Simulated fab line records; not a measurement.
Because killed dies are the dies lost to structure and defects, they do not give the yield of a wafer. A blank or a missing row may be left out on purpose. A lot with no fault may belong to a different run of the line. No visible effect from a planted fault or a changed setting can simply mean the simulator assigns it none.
fab line records	flow gf180mcu
record lots=24	wafers=72	last_day=34
route steps=602 shown V2@404 M3@412 V3@433 V4@480
lots with no fault: from the same line, run without faults
start_h: start of the lot's first displayed wafer, in hours after the record's first day	wait_h: hours from the lot's prior step to this one	" identical to the entry in the row above	L1.1+2: a single row standing in for several wafers	- either no value or no given start	* or withheld: withheld	< > ~ a bound
route shown NAME@n: NAME is a module with steps in the file, n the number in the route of the first one	usual: mean and standard deviation over wafers with no fault	same: alike in all rows	chamber/n: place in a boat	sites: the reading at each site	_std_site: standard deviation across them	_edge_site: the outer-site mean with the inner-site mean subtracted	radius_mm: for every site, how far away it sits from the centre of the wafer	mask NAME#n: copy n	behind: the last tool/chamber to shape the wafer	hold: what put the lot on hold/how long, in hours/how the hold closed	device: which transistor (n, p or np) failed to switch	end of line: the route-end tests of the same wafers	for a step that has no rows: nothing shown but its recipe	killed: the dies lost at the first sort to structure and to defects; this is not the yield of the wafer	map: shows each die of a wafer: x if killed, . if not, _ if none is there
set.NAME: the run value of the setting; set.NAME@STEP: its run value at that earlier step	model.NAME: the simulator's own value behind a step, which no gauge read
one table for each step of the route and one row for each wafer, over a sample of lots
services: when a tool's chamber went out of use (start_h, in hours from the record's first day, below 0 if earlier), for how many hours, and the reason
## steps
# step GF_V2_SPUTTER_22
# recipe material=TiN	target_thk_nm=10	chamber_pressure_pa=5	power_w=4000	time_s=40
# usual throttle_valve_pct=30.0/1
lot.wafer	tool	chamber	start_h	wait_h	throttle_valve_pct
L074.2	pvd_sputter-02	-	466.15	0.0	30.3
L074.5	"	-	"	"	30.3
L074.6	"	-	"	"	29.2
L075.3	pvd_sputter-03	-	487.21	0.0	29.2
L075.4	"	-	"	"	30.6
L075.6	"	-	"	"	29.3
L076.1	pvd_sputter-04	-	488.34	0.0	31.4
L076.3	"	-	"	"	29.9
L076.6	"	-	"	"	30.9
L077.1	pvd_sputter-04	-	493.39	0.0	32.0
L077.2	"	-	"	"	29.2
L077.3	"	-	"	"	31.3
L078.1	pvd_sputter-02	-	509.36	0.0	29.1
L078.2	"	-	"	"	30.1
L078.3	"	-	"	"	29.3
L079.1	pvd_sputter-02	-	520.41	0.0	29.2
L079.2	"	-	"	"	30.2
L079.3	"	-	"	"	29.3
L081.2	pvd_sputter-02	-	531.34	0.0	29.4
L081.3	"	-	"	"	29.9
L081.4	"	-	"	"	28.8
L080.3	pvd_sputter-04	-	532.35	0.0	29.2
L080.4	"	-	"	"	31.9
L080.6	"	-	"	"	30.0
L082.1	pvd_sputter-02	-	540.20	0.0	30.2
L082.3	"	-	"	"	29.2
L082.4	"	-	"	"	29.3
L083.2	pvd_sputter-03	-	548.00	0.0	29.4
L083.3	"	-	"	"	29.0
L083.5	"	-	"	"	28.9
L084.1	pvd_sputter-03	-	554.38	0.0	28.9
L084.2	"	-	"	"	28.9
L084.3	"	-	"	"	29.1
L085.3	pvd_sputter-04	-	559.45	0.0	32.1
L085.4	"	-	"	"	29.8
L085.6	"	-	"	"	31.4
L086.1	pvd_sputter-02	-	567.51	0.0	29.5
L086.4	"	-	"	"	29.1
L086.5	"	-	"	"	29.7
L087.3	pvd_sputter-04	-	573.56	0.0	32.1
L087.4	"	-	"	"	28.8
L087.6	"	-	"	"	29.9
L088.3	pvd_sputter-02	-	585.49	0.0	28.9
L088.5	"	-	"	"	29.0
L088.6	"	-	"	"	30.2
L089.1	pvd_sputter-02	-	589.50	0.0	30.6
L089.2	"	-	"	"	29.4
L089.4	"	-	"	"	30.1
L090.1	pvd_sputter-04	-	598.75	0.0	29.5
L090.3	"	-	"	"	32.2
L090.4	"	-	"	"	29.2
L091.1	pvd_sputter-03	-	607.38	0.0	30.8
L091.3	"	-	"	"	28.9
L091.6	"	-	"	"	28.8
L092.3	pvd_sputter-04	-	610.51	0.0	32.1
L092.5	"	-	"	"	29.6
L092.6	"	-	"	"	29.1
L093.1	pvd_sputter-02	-	615.35	0.0	30.4
L093.5	"	-	"	"	29.0
L093.6	"	-	"	"	29.9
L094.1	pvd_sputter-03	-	624.60	0.0	29.0
L094.3	"	-	"	"	29.3
L094.4	"	-	"	"	30.8
L095.1	pvd_sputter-04	-	634.38	0.0	31.1
L095.3	"	-	"	"	29.8
L095.5	"	-	"	"	29.5
L096.1	pvd_sputter-04	-	637.10	0.0	29.1
L096.2	"	-	"	"	31.4
L096.4	"	-	"	"	32.1
L097.3	pvd_sputter-04	-	641.65	0.0	31.1
L097.5	"	-	"	"	29.7
L097.6	"	-	"	"	32.2
# step GF_V2_RS_MEAS_24
# recipe thk_meas_gauge=four-point-probe	reads=W_of_V2_CVD_23+TiN_of_V2_SPUTTER_22+Ti_of_V2_SPUTTER_21
# usual V2_W_RS=0.327/0.004
lot.wafer	tool	chamber	start_h	wait_h	V2_W_RS[ohm/sq]
L074.2	film_metro-04	-	466.32	0.1	0.327
L074.5	"	-	"	"	0.326
L074.6	"	-	"	"	0.319
L075.3	film_metro-04	-	487.40	0.1	0.329
L075.4	"	-	"	"	0.325
L075.6	"	-	"	"	0.324
L076.1	film_metro-04	-	488.49	0.1	0.325
L076.3	"	-	"	"	0.327
L076.6	"	-	"	"	0.327
L077.1	film_metro-02	-	493.55	0.1	0.331
L077.2	"	-	"	"	0.328
L077.3	"	-	"	"	0.326
L078.1	film_metro-01	-	509.51	0.1	0.329
L078.2	"	-	"	"	0.326
L078.3	"	-	"	"	0.330
L079.1	film_metro-02	-	520.56	0.1	0.330
L079.2	"	-	"	"	0.321
L079.3	"	-	"	"	0.326
L081.2	film_metro-04	-	531.51	0.1	0.327
L081.3	"	-	"	"	0.324
L081.4	"	-	"	"	0.330
L080.3	film_metro-01	-	532.54	0.1	0.331
L080.4	"	-	"	"	0.330
L080.6	"	-	"	"	0.330
L082.1	film_metro-01	-	540.35	0.1	0.328
L082.3	"	-	"	"	0.327
L082.4	"	-	"	"	0.328
L083.2	film_metro-01	-	548.17	0.1	0.329
L083.3	"	-	"	"	0.330
L083.5	"	-	"	"	0.330
L084.1	film_metro-02	-	554.53	0.1	0.332
L084.2	"	-	"	"	0.325
L084.3	"	-	"	"	0.323
L085.3	film_metro-04	-	559.64	0.1	0.326
L085.4	"	-	"	"	0.321
L085.6	"	-	"	"	0.327
L086.1	film_metro-02	-	567.66	0.1	0.328
L086.4	"	-	"	"	0.326
L086.5	"	-	"	"	0.317
L087.3	film_metro-01	-	573.75	0.1	0.331
L087.4	"	-	"	"	0.330
L087.6	"	-	"	"	0.332
L088.3	film_metro-01	-	585.68	0.1	0.322
L088.5	"	-	"	"	0.330
L088.6	"	-	"	"	0.320
L089.1	film_metro-01	-	589.65	0.1	0.327
L089.2	"	-	"	"	0.325
L089.4	"	-	"	"	0.316
L090.1	film_metro-04	-	598.90	0.1	0.330
L090.3	"	-	"	"	0.331
L090.4	"	-	"	"	0.330
L091.1	film_metro-02	-	607.53	0.1	0.318
L091.3	"	-	"	"	0.322
L091.6	"	-	"	"	0.317
L092.3	film_metro-02	-	610.70	0.1	0.324
L092.5	"	-	"	"	0.327
L092.6	"	-	"	"	0.326
L093.1	film_metro-02	-	615.50	0.1	0.333
L093.5	"	-	"	"	0.330
L093.6	"	-	"	"	0.328
L094.1	film_metro-04	-	624.75	0.1	0.330
L094.3	"	-	"	"	0.326
L094.4	"	-	"	"	0.325
L095.1	film_metro-02	-	634.53	0.1	0.325
L095.3	"	-	"	"	0.322
L095.5	"	-	"	"	0.334
L096.1	film_metro-01	-	637.25	0.1	0.322
L096.2	"	-	"	"	0.328
L096.4	"	-	"	"	0.328
L097.3	film_metro-04	-	641.84	0.1	0.324
L097.5	"	-	"	"	0.317
L097.6	"	-	"	"	0.320
# step GF_M3_SPUTTER_03
# recipe material=Ti	target_thk_nm=10	substrate_temp_c=300	chamber_pressure_pa=0.3	power_w=3000	time_s=6.7
# usual throttle_valve_pct=29.9/0.87
lot.wafer	tool	chamber	start_h	wait_h	throttle_valve_pct
L074.2	pvd_sputter-01	-	466.94	0.0	29.2
L074.5	"	-	"	"	29.5
L074.6	"	-	"	"	29.9
L075.3	pvd_sputter-02	-	488.00	0.0	29.2
L075.4	"	-	"	"	29.4
L075.6	"	-	"	"	28.9
L076.1	pvd_sputter-01	-	489.13	0.0	29.3
L076.3	"	-	"	"	29.7
L076.6	"	-	"	"	29.4
L077.1	pvd_sputter-02	-	494.19	0.0	30.0
L077.2	"	-	"	"	29.1
L077.3	"	-	"	"	29.4
L078.1	pvd_sputter-01	-	510.15	0.0	29.5
L078.2	"	-	"	"	29.9
L078.3	"	-	"	"	29.9
L079.1	pvd_sputter-03	-	521.20	0.0	28.8
L079.2	"	-	"	"	31.0
L079.3	"	-	"	"	29.4
L081.2	pvd_sputter-01	-	532.13	0.0	29.6
L081.3	"	-	"	"	29.9
L081.4	"	-	"	"	29.3
L080.3	pvd_sputter-02	-	533.14	0.0	29.6
L080.4	"	-	"	"	29.9
L080.6	"	-	"	"	29.8
L082.1	pvd_sputter-02	-	540.99	0.0	29.0
L082.3	"	-	"	"	30.5
L082.4	"	-	"	"	29.4
L083.2	pvd_sputter-01	-	548.79	0.0	29.2
L083.3	"	-	"	"	30.0
L083.5	"	-	"	"	30.1
L084.1	pvd_sputter-02	-	555.17	0.0	30.5
L084.2	"	-	"	"	29.5
L084.3	"	-	"	"	29.8
L085.3	pvd_sputter-02	-	560.43	0.0	29.2
L085.4	"	-	"	"	30.1
L085.6	"	-	"	"	30.4
L086.1	pvd_sputter-03	-	568.30	0.0	28.9
L086.4	"	-	"	"	29.2
L086.5	"	-	"	"	29.3
L087.3	pvd_sputter-01	-	574.35	0.0	30.1
L087.4	"	-	"	"	32.2
L087.6	"	-	"	"	30.2
L088.3	pvd_sputter-02	-	586.28	0.0	29.1
L088.5	"	-	"	"	29.1
L088.6	"	-	"	"	29.9
L089.1	pvd_sputter-01	-	590.29	0.0	29.3
L089.2	"	-	"	"	30.0
L089.4	"	-	"	"	32.0
L090.1	pvd_sputter-01	-	599.54	0.0	29.6
L090.3	"	-	"	"	30.2
L090.4	"	-	"	"	32.0
L091.1	pvd_sputter-02	-	608.17	0.0	29.5
L091.3	"	-	"	"	28.8
L091.6	"	-	"	"	30.1
L092.3	pvd_sputter-03	-	611.30	0.0	29.0
L092.5	"	-	"	"	29.2
L092.6	"	-	"	"	28.8
L093.1	pvd_sputter-01	-	616.25	0.0	30.0
L093.5	"	-	"	"	30.1
L093.6	"	-	"	"	32.1
L094.1	pvd_sputter-01	-	625.39	0.0	29.9
L094.3	"	-	"	"	29.4
L094.4	"	-	"	"	32.1
L095.1	pvd_sputter-02	-	635.17	0.0	30.2
L095.3	"	-	"	"	29.7
L095.5	"	-	"	"	29.2
L096.1	pvd_sputter-03	-	637.89	0.0	28.7
L096.2	"	-	"	"	28.9
L096.4	"	-	"	"	29.3
L097.3	pvd_sputter-02	-	642.44	0.0	30.0
L097.5	"	-	"	"	29.0
L097.6	"	-	"	"	29.8
# step GF_V3_CMP_04
# recipe material=SiO2	down_force_psi=4	platen_rpm=60	pad_velocity_m_s=0.94248
# usual head_pressure_psi=4.000/0.0084	motor_current_A=11.6/1.4	slurry_filter_dp_kPa=13.49/0.11	time_to_endpoint_s=80/5
lot.wafer	tool	chamber	start_h	wait_h	head_pressure_psi	motor_current_A	slurry_filter_dp_kPa	time_to_endpoint_s
L074.2	cmp-02	0	492.33	0.0	3.996	12.6	13.46	82
L074.6	"	0	"	"	3.998	12.0	13.34	83
L074.5	"	1	"	"	3.994	11.4	13.39	92
L075.3	cmp-01	3	512.22	0.0	4.003	10.5	13.41	84
L075.4	"	2	"	"	4.007	13.2	13.54	87
L075.6	"	3	"	"	4.011	10.1	13.40	89
L076.1	cmp-01	1	514.22	0.1	3.994	10.2	13.52	84
L076.3	"	3	"	"	4.013	10.4	13.49	89
L076.6	"	1	"	"	4.003	10.2	13.69	91
L077.2	cmp-01	0	518.77	0.0	4.001	11.1	13.53	79
L077.3	"	1	"	"	3.990	10.8	13.43	81
L077.1	"	2	"	"	3.992	13.1	13.63	76
L078.1	cmp-01	0	534.68	0.1	3.987	11.2	13.62	74
L078.3	"	1	"	"	4.011	10.2	13.55	79
L078.2	"	2	"	"	3.991	13.5	13.36	76
L079.2	cmp-01	2	545.20	0.0	4.012	13.4	13.63	72
L079.1	"	0	"	"	3.998	11.3	13.39	74
L079.3	"	1	"	"	4.000	9.7	13.63	78
L081.2	cmp-02	2	555.24	0.1	4.001	12.7	13.55	78
L081.4	"	3	"	"	4.008	14.0	13.38	78
L081.3	"	0	"	"	4.007	11.8	13.62	73
L080.4	cmp-01	1	556.62	0.1	4.005	9.9	13.28	77
L080.3	"	3	"	"	3.998	9.9	13.62	84
L080.6	"	1	"	"	4.005	9.9	13.45	75
L082.3	cmp-01	2	564.27	0.1	3.995	13.6	13.66	81
L082.1	"	3	"	"	4.002	10.6	13.55	82
L082.4	"	0	"	"	4.013	11.5	13.48	81
L083.2	cmp-02	0	571.73	0.0	4.007	11.9	13.47	72
L083.3	"	2	"	"	4.019	12.5	13.32	78
L083.5	"	1	"	"	4.003	10.7	13.58	86
L084.3	cmp-01	1	577.31	0.0	4.003	10.4	13.36	75
L084.2	"	2	"	"	4.003	12.8	13.49	76
L084.1	"	3	"	"	4.000	10.0	13.33	75
L085.4	cmp-02	1	583.31	0.1	3.986	12.0	13.43	81
L085.3	"	2	"	"	3.998	13.4	13.30	78
L085.6	"	0	"	"	4.000	11.3	13.65	70
L086.4	cmp-01	3	590.66	0.3	4.000	10.2	13.50	79
L086.1	"	0	"	"	3.983	11.2	13.26	79
L086.5	"	2	"	"	3.987	13.1	13.46	84
L087.4	cmp-01	2	596.58	0.0	3.986	13.1	13.46	81
L087.3	"	0	"	"	3.994	10.1	13.29	80
L087.6	"	3	"	"	3.996	10.2	13.59	84
L088.3	cmp-01	0	608.62	0.1	4.004	11.1	13.52	75
L088.6	"	2	"	"	4.006	13.7	13.39	76
L088.5	"	3	"	"	4.009	10.5	13.66	79
L089.1	cmp-01	2	612.26	0.1	4.003	13.9	13.61	74
L089.2	"	3	"	"	4.002	10.2	13.45	73
L089.4	"	0	"	"	4.004	10.7	13.51	81
L090.4	cmp-01	2	621.58	0.0	4.007	12.6	13.41	81
L090.3	"	3	"	"	3.992	9.9	13.24	78
L090.1	"	1	"	"	3.999	10.0	13.57	75
L091.1	cmp-02	2	629.83	0.1	3.993	13.0	13.58	83
L091.3	"	0	"	"	4.014	11.2	13.41	77
L091.6	"	2	"	"	3.994	13.3	13.48	86
L092.3	cmp-02	3	633.06	0.1	4.006	14.4	13.63	78
L092.5	"	1	"	"	3.984	11.4	13.52	84
L092.6	"	2	"	"	3.997	12.9	13.43	82
L093.1	cmp-01	0	638.27	0.1	3.994	10.8	13.58	84
L093.5	"	0	"	"	4.003	11.0	13.53	86
L093.6	"	1	"	"	3.995	10.6	13.30	75
L094.4	cmp-01	2	646.81	0.0	4.014	13.1	13.67	82
L094.1	"	3	"	"	3.999	10.6	13.60	82
L094.3	"	0	"	"	3.992	11.3	13.34	82
L095.3	cmp-01	3	655.93	0.0	4.007	10.1	13.59	82
L095.1	"	0	"	"	4.012	11.2	13.51	81
L095.5	"	3	"	"	4.000	10.9	13.67	82
L096.4	cmp-01	1	658.45	0.1	3.985	10.4	13.57	80
L096.1	"	2	"	"	3.993	13.7	13.23	79
L096.2	"	3	"	"	3.980	9.8	13.56	85
L097.3	cmp-01	0	663.07	0.1	4.002	11.8	13.50	82
L097.5	"	3	"	"	3.999	10.4	13.49	80
L097.6	"	0	"	"	4.008	10.9	13.55	88
# step GF_V3_CVD_23
# recipe material=W	target_thk_nm=350	time_s=104.9	temp_c=400	pressure_torr=40
# usual chamber_pressure_Torr=40.00/0.083	heater_power_w=863/82
lot.wafer	tool	chamber	start_h	wait_h	chamber_pressure_Torr	heater_power_w
L074.2	cvd_w-02	0	516.78	0.0	40.04	802
L074.5	"	0	"	"	40.23	831
L074.6	"	1	"	"	40.07	693
L075.3	cvd_w-02	1	536.47	0.1	40.00	708
L075.4	"	0	"	"	39.88	800
L075.6	"	1	"	"	39.97	703
L076.1	cvd_w-01	1	538.97	0.0	40.02	946
L076.3	"	0	"	"	39.98	853
L076.6	"	1	"	"	40.10	960
L077.1	cvd_w-01	1	542.78	0.0	40.06	932
L077.2	"	0	"	"	40.02	875
L077.3	"	1	"	"	39.97	971
L078.1	cvd_w-01	1	559.38	0.0	40.12	979
L078.2	"	0	"	"	40.04	861
L078.3	"	1	"	"	40.05	956
L079.1	cvd_w-01	0	568.68	0.0	40.08	877
L079.2	"	1	"	"	39.91	932
L079.3	"	1	"	"	40.04	955
L081.2	cvd_w-01	0	577.52	0.0	39.94	866
L081.3	"	1	"	"	40.01	944
L081.4	"	0	"	"	39.97	847
L080.3	cvd_w-02	1	579.31	0.1	39.89	696
L080.4	"	0	"	"	40.07	823
L080.6	"	1	"	"	39.91	699
L082.1	cvd_w-01	1	586.34	0.0	40.01	940
L082.3	"	0	"	"	40.10	862
L082.4	"	1	"	"	39.93	920
L083.2	cvd_w-01	0	594.04	0.0	39.86	871
L083.3	"	0	"	"	39.88	852
L083.5	"	0	"	"	39.89	887
L084.1	cvd_w-01	0	599.49	0.0	40.01	869
L084.2	"	1	"	"	40.00	963
L084.3	"	1	"	"	40.02	985
L085.3	cvd_w-01	0	604.91	0.1	39.96	864
L085.4	"	1	"	"	40.07	956
L085.6	"	1	"	"	39.89	946
L086.1	cvd_w-01	0	613.37	0.0	40.13	861
L086.4	"	1	"	"	40.15	953
L086.5	"	1	"	"	40.12	938
L087.3	cvd_w-01	0	618.32	0.1	39.95	887
L087.4	"	1	"	"	39.92	964
L087.6	"	1	"	"	40.09	953
L088.3	cvd_w-02	0	630.42	0.1	39.98	827
L088.5	"	0	"	"	40.13	821
L088.6	"	1	"	"	40.07	727
L089.1	cvd_w-01	0	633.72	0.0	39.94	880
L089.2	"	1	"	"	39.96	948
L089.4	"	1	"	"	39.82	932
L090.1	cvd_w-01	0	642.98	0.0	40.05	880
L090.3	"	1	"	"	40.04	966
L090.4	"	0	"	"	40.00	857
L091.1	cvd_w-02	0	651.68	0.0	39.96	819
L091.3	"	1	"	"	40.03	708
L091.6	"	0	"	"	39.94	822
L092.3	cvd_w-01	0	653.95	0.1	40.02	863
L092.5	"	0	"	"	40.00	861
L092.6	"	1	"	"	40.03	951
L093.1	cvd_w-02	0	659.06	0.0	39.83	821
L093.5	"	0	"	"	39.95	814
L093.6	"	1	"	"	39.99	702
L094.1	cvd_w-02	0	668.03	0.0	40.04	818
L094.3	"	0	"	"	39.96	809
L094.4	"	0	"	"	40.12	822
L095.1	cvd_w-01	1	676.53	0.0	39.90	934
L095.3	"	1	"	"	40.00	950
L095.5	"	1	"	"	39.90	945
L096.1	cvd_w-01	1	678.78	0.0	39.92	946
L096.2	"	0	"	"	40.07	856
L096.4	"	1	"	"	40.04	971
L097.3	cvd_w-02	1	683.85	0.1	39.80	706
L097.5	"	0	"	"	39.94	816
L097.6	"	1	"	"	39.84	716
# step GF_V4_CMP_04
# recipe material=SiO2	down_force_psi=4	platen_rpm=60	pad_velocity_m_s=0.94248
# usual head_pressure_psi=3.999/0.0085	motor_current_A=12.1/1.4	slurry_filter_dp_kPa=13.48/0.14	time_to_endpoint_s=79/5.5
lot.wafer	tool	chamber	start_h	wait_h	head_pressure_psi	motor_current_A	slurry_filter_dp_kPa	time_to_endpoint_s
L074.2	cmp-02	3	541.42	0.1	4.006	13.8	13.34	84
L074.5	"	1	"	"	4.010	11.3	13.58	82
L074.6	"	2	"	"	4.003	13.2	13.48	83
L075.3	cmp-02	2	560.63	0.1	4.009	12.7	13.73	80
L075.4	"	3	"	"	4.012	14.6	13.50	79
L075.6	"	1	"	"	4.008	11.5	13.41	90
L076.1	cmp-01	0	562.28	0.1	3.998	10.6	13.38	70
L076.3	"	2	"	"	3.991	13.0	13.30	65
L076.6	"	1	"	"	3.992	10.0	13.70	70
L077.1	cmp-02	2	566.22	0.1	3.997	12.8	13.36	68
L077.2	"	3	"	"	3.999	14.6	13.52	68
L077.3	"	1	"	"	3.996	12.0	13.57	73
L078.2	cmp-01	2	582.61	0.0	4.003	12.9	13.60	69
L078.1	"	3	"	"	3.989	9.8	13.46	73
L078.3	"	0	"	"	4.007	11.5	13.33	66
L079.2	cmp-01	2	591.61	0.0	3.996	13.2	13.61	82
L079.3	"	3	"	"	3.993	10.7	13.57	87
L079.1	"	1	"	"	4.001	10.2	13.35	76
L081.2	cmp-02	0	600.56	0.0	3.992	11.8	13.31	71
L081.4	"	1	"	"	3.998	11.2	13.30	81
L081.3	"	2	"	"	4.006	13.0	13.54	76
L080.3	cmp-02	0	602.08	0.1	4.001	11.6	13.35	73
L080.4	"	1	"	"	3.997	11.4	13.66	81
L080.6	"	3	"	"	3.984	14.0	13.63	75
L082.1	cmp-01	2	608.98	0.1	4.004	12.7	13.26	83
L082.3	"	3	"	"	4.006	11.1	13.60	72
L082.4	"	0	"	"	3.995	11.0	13.37	78
L083.3	cmp-01	0	616.10	0.0	4.004	12.1	13.60	80
L083.2	"	2	"	"	3.991	12.8	13.59	75
L083.5	"	0	"	"	3.992	11.9	13.30	80
L084.1	cmp-01	1	622.28	0.1	3.990	10.7	13.36	81
L084.2	"	2	"	"	4.003	13.7	13.42	70
L084.3	"	3	"	"	4.001	9.9	13.49	78
L085.4	cmp-01	1	627.08	0.1	3.985	10.5	13.51	82
L085.3	"	2	"	"	4.000	13.1	13.33	86
L085.6	"	3	"	"	4.006	10.0	13.58	90
L086.1	cmp-01	2	635.69	0.1	4.001	13.3	13.56	87
L086.4	"	3	"	"	4.000	10.6	13.39	84
L086.5	"	0	"	"	3.998	11.2	13.26	87
L087.4	cmp-02	0	640.44	0.0	4.005	12.4	13.56	75
L087.3	"	3	"	"	4.018	14.7	13.31	75
L087.6	"	1	"	"	4.020	11.6	13.69	77
L088.3	cmp-02	0	652.65	0.1	3.983	11.6	13.47	73
L088.6	"	2	"	"	3.996	12.8	13.34	81
L088.5	"	3	"	"	4.007	14.9	13.60	79
L089.4	cmp-02	3	654.91	0.1	4.002	13.3	13.34	81
L089.1	"	0	"	"	3.998	11.6	13.62	77
L089.2	"	1	"	"	3.994	10.7	13.21	81
L090.4	cmp-01	0	665.11	0.3	3.980	11.2	13.36	83
L090.1	"	1	"	"	3.999	10.6	13.49	79
L090.3	"	2	"	"	3.999	13.2	13.50	73
L091.1	cmp-01	2	672.95	0.1	4.013	13.4	13.53	75
L091.3	"	3	"	"	4.017	10.2	13.66	84
L091.6	"	1	"	"	3.996	10.5	13.51	80
L092.3	cmp-02	2	675.19	0.0	4.000	13.1	13.51	80
L092.5	"	2	"	"	3.995	13.6	13.38	82
L092.6	"	3	"	"	3.990	14.0	13.38	78
L093.1	cmp-02	1	681.13	0.4	4.001	11.0	13.52	79
L093.5	"	2	"	"	3.999	13.0	13.62	81
L093.6	"	3	"	"	4.010	14.6	13.34	80
L094.3	cmp-02	0	689.86	0.1	3.996	11.8	13.60	76
L094.4	"	1	"	"	3.991	11.1	13.45	86
L094.1	"	2	"	"	3.991	13.2	13.33	82
L095.3	cmp-02	0	696.72	0.1	4.000	11.3	13.52	79
L095.1	"	1	"	"	4.006	12.1	13.27	87
L095.5	"	3	"	"	3.993	14.2	13.46	86
L096.4	cmp-02	0	699.89	0.1	3.991	11.8	13.52	80
L096.1	"	1	"	"	3.986	11.4	13.43	82
L096.2	"	2	"	"	4.002	13.1	13.46	77
L097.3	cmp-02	2	704.38	0.1	3.993	12.6	13.74	77
L097.5	"	0	"	"	3.992	12.4	13.63	75
L097.6	"	1	"	"	4.011	11.1	13.57	81
## services
tool	chamber	start_h	hours	kind
cmp-02	-	456.91	15.7	pm
cvd_w-01	-	457.24	6.0	pm
cmp-01	-	501.92	1.3	repair
pvd_sputter-03	-	506.28	1.1	repair
pvd_sputter-02	-	511.00	6.4	repair
cvd_w-01	-	529.10	2.8	pm
cmp-01	-	541.41	2.5	repair
pvd_sputter-01	-	551.52	5.4	repair
cmp-02	-	557.79	0.7	repair
cmp-01	-	559.43	1.3	repair
cmp-02	-	572.03	4.0	pm
cmp-01	-	579.43	2.0	repair
cmp-02	-	586.37	3.0	repair
cmp-02	-	590.29	2.0	repair
pvd_sputter-01	-	608.64	2.7	repair
cmp-02	-	618.24	0.7	repair
cmp-02	-	630.40	0.6	repair
pvd_sputter-01	-	640.34	3.0	repair
cmp-02	-	662.68	7.5	pm
cmp-01	-	679.42	22.4	pm
cvd_w-01	-	690.09	24.2	repair
cmp-02	-	693.27	1.7	repair
pvd_sputter-01	-	694.39	3.5	repair
cmp-01	-	703.97	3.7	repair
## key
fault none
